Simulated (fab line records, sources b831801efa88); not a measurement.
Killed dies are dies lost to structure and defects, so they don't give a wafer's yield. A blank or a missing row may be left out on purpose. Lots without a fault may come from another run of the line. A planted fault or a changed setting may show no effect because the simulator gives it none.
Which tool did it? | flow sky130 | 12 lots, 36 wafers sampled, at 5 steps of a route of 708

WHAT THE GAUGES READ, wafer by wafer
SKY_VT_ADJUST_NCORE_TW_MEAS_11.
lot  | measured     | on            | VT_ADJUST_NCORE_TW
L831 | day 8 12:50  | film_metro-03 | 221.7 221.0 221.4
L833 | day 9 05:32  | film_metro-01 | 219.1 219.1 219.8
L836 | day 10 07:49 | film_metro-01 | 217.2 217.7 217.0
L837 | day 10 10:52 | film_metro-03 | 220.6 220.5 220.5
L838 | day 10 15:07 | film_metro-03 | 219.9 220.4 220.0
L841 | day 11 13:05 | film_metro-01 | 266.2 267.2 265.7
L845 | day 12 17:26 | film_metro-01 | 264.9 265.0 263.1
L846 | day 12 22:59 | film_metro-03 | 221.3 221.3 221.1
L848 | day 13 16:59 | film_metro-01 | 217.8 217.0 218.7
L849 | day 13 18:45 | film_metro-03 | 219.7 219.2 218.9
L853 | day 14 23:17 | film_metro-01 | 216.5 216.7 217.2
L854 | day 15 12:25 | film_metro-03 | 220.8 219.2 220.6

SKY_LDD_LDN_OVL_MEAS_07.
lot  | measured     | on         | LDD_LDN_OVL (nm)
L831 | day 22 18:08 | overlay-02 | -0.6 1.1 0.5
L833 | day 23 01:17 | overlay-02 | -0.2 -2.2 0.8
L836 | day 24 19:14 | overlay-02 | 0.0 1.3 0.1
L837 | day 27 16:17 | overlay-02 | 0.1 0.6 -1.3
L838 | day 27 16:58 | overlay-02 | -1.0 1.2 0.6
L841 | day 27 16:23 | overlay-01 | -0.1 -0.1 1.5
L845 | day 27 20:11 | overlay-01 | -3.4 -1.2 -1.7
L846 | day 28 01:29 | overlay-02 | 0.3 0.6 1.9
L848 | day 28 17:25 | overlay-02 | -0.1 -1.3 -0.8
L849 | day 28 20:58 | overlay-01 | -1.2 -0.2 -0.2
L853 | day 31 09:07 | overlay-02 | -0.5 0.2 0.1
L854 | day 31 08:53 | overlay-02 | 1.8 0.3 1.2

SKY_SPACER_THK_MEAS_01.
lot  | measured     | on            | SPACER_CVD_00_THK (nm)
L831 | day 22 21:59 | film_metro-02 | 42.4 42.3 42.1
L833 | day 23 03:20 | film_metro-04 | 42.9 43.0 43.0
L836 | day 24 21:17 | film_metro-02 | 43.2 43.6 43.4
L837 | day 27 18:52 | film_metro-04 | 43.7 43.5 43.5
L838 | day 27 21:26 | film_metro-04 | 43.3 43.0 42.6
L841 | day 27 18:53 | film_metro-02 | 43.3 43.3 42.9
L845 | day 27 22:38 | film_metro-04 | 43.2 43.0 43.4
L846 | day 28 03:32 | film_metro-02 | 43.1 43.4 43.4
L848 | day 28 19:28 | film_metro-02 | 42.5 42.2 42.8
L849 | day 28 23:02 | film_metro-04 | 42.6 42.8 42.7
L853 | day 31 11:26 | film_metro-04 | 43.8 43.5 43.5
L854 | day 31 11:26 | film_metro-02 | 43.3 42.7 43.3

WHICH TOOL RAN EACH LOT (tool, then ch and the chambers of the sampled wafers, then the start)
lot  | SKY_VT_ADJUST_NCORE_IMPLANT_09  | SKY_LDD_HVP_STRIP_09
L831 | implanter-03 ch 0, day 8 12:36  | plasma_asher-02 ch 0,1, day 21 11:33
L833 | implanter-04 ch 0, day 9 05:17  | plasma_asher-02 ch 0,1, day 21 18:44
L836 | implanter-02 ch 0, day 10 07:34 | plasma_asher-02 ch 0,1, day 23 13:56
L837 | implanter-04 ch 0, day 10 10:37 | plasma_asher-04 ch 0,1, day 26 11:11
L838 | implanter-02 ch 0, day 10 14:52 | plasma_asher-04 ch 0,1, day 26 12:44
L841 | implanter-02 ch 0, day 11 12:19 | plasma_asher-03 ch 0,1, day 26 11:31
L845 | implanter-03 ch 0, day 12 16:52 | plasma_asher-03 ch 0,1, day 26 15:33
L846 | implanter-03 ch 0, day 12 22:44 | plasma_asher-04 ch 0,1, day 26 20:39
L848 | implanter-03 ch 0, day 13 16:34 | plasma_asher-02 ch 0,1, day 27 13:56
L849 | implanter-03 ch 0, day 13 18:28 | plasma_asher-03 ch 0,1, day 27 17:03
L853 | implanter-04 ch 0, day 14 23:02 | plasma_asher-04 ch 0,1, day 30 05:57
L854 | implanter-03 ch 0, day 15 12:10 | plasma_asher-03 ch 0,1, day 30 05:50
- SKY_VT_ADJUST_NCORE_IMPLANT_09
- SKY_LDD_HVP_STRIP_09: strips in O2/N2.

WHAT THE TOOLS THEMSELVES READ (means of the sampled wafers that have a number; where no wafer has one, the mark that the record gives instead)
SKY_VT_ADJUST_NCORE_IMPLANT_09.
lot  | tool         | faraday_current_uA
L831 | implanter-03 | 13.63
L833 | implanter-04 | 13.52
L836 | implanter-02 | 13.59
L837 | implanter-04 | 13.29
L838 | implanter-02 | 13.60
L841 | implanter-02 | 13.80
L845 | implanter-03 | 13.42
L846 | implanter-03 | 13.61
L848 | implanter-03 | 13.58
L849 | implanter-03 | 13.47
L853 | implanter-04 | 13.49
L854 | implanter-03 | 13.52

SKY_LDD_HVP_STRIP_09.
lot  | tool            | drypump_motor_current_A (A) | oes_product_au (a.u.) | strip_time_to_endpoint_s (s)
L831 | plasma_asher-02 | 5.1                         | 0.408                 | 4.141
L833 | plasma_asher-02 | 5.3                         | 0.409                 | 4.132
L836 | plasma_asher-02 | 5.3                         | 0.406                 | 4.149
L837 | plasma_asher-04 | 6.1                         | 0.414                 | 4.129
L838 | plasma_asher-04 | 6.1                         | 0.410                 | 4.130
L841 | plasma_asher-03 | 5.4                         | 0.414                 | 4.144
L845 | plasma_asher-03 | 5.4                         | 0.411                 | 4.130
L846 | plasma_asher-04 | 6.1                         | 0.412                 | 4.140
L848 | plasma_asher-02 | 5.1                         | 0.408                 | 4.132
L849 | plasma_asher-03 | 5.4                         | 0.411                 | 4.133
L853 | plasma_asher-04 | 6.0                         | 0.408                 | 4.144
L854 | plasma_asher-03 | 5.4                         | 0.408                 | 4.134

THE ANSWER, worked out from the rows above alone
Rule: what is usual is taken from the lots themselves. Put in order of their means at a reading, lots are off if they are a third of the lots or fewer, leave a main group of 4 or more, and stand apart from it by a gap of 3 or more times the standard deviation of the main group's means; of several such gaps the widest counts. A main group whose means are all the same, to the digits that the tables above print for the reading, isn't used. A lot without any number at a reading at which 4 lots or more have one is off too. The other lots that the step has rows for count as sound. The gauges are gone through in route order, then the tools' own readings, and for those a lot's mean is taken as printed above. The first step at which some lot is off is used, and at that step the reading that is off furthest; a lot without a number counts as furthest.
Off: L841, L845, at SKY_VT_ADJUST_NCORE_TW_MEAS_11 (VT_ADJUST_NCORE_TW). The main group: mean 219.4, standard deviation 1.5.
A tool fits if, at a process step before that reading, it ran every lot that is off, and no sound lot after the first of them. The gauges at SKY_VT_ADJUST_NCORE_TW_MEAS_11 are tried like those tools. None of those tried fits.

WHAT THE SIMULATOR HAD PUT IN
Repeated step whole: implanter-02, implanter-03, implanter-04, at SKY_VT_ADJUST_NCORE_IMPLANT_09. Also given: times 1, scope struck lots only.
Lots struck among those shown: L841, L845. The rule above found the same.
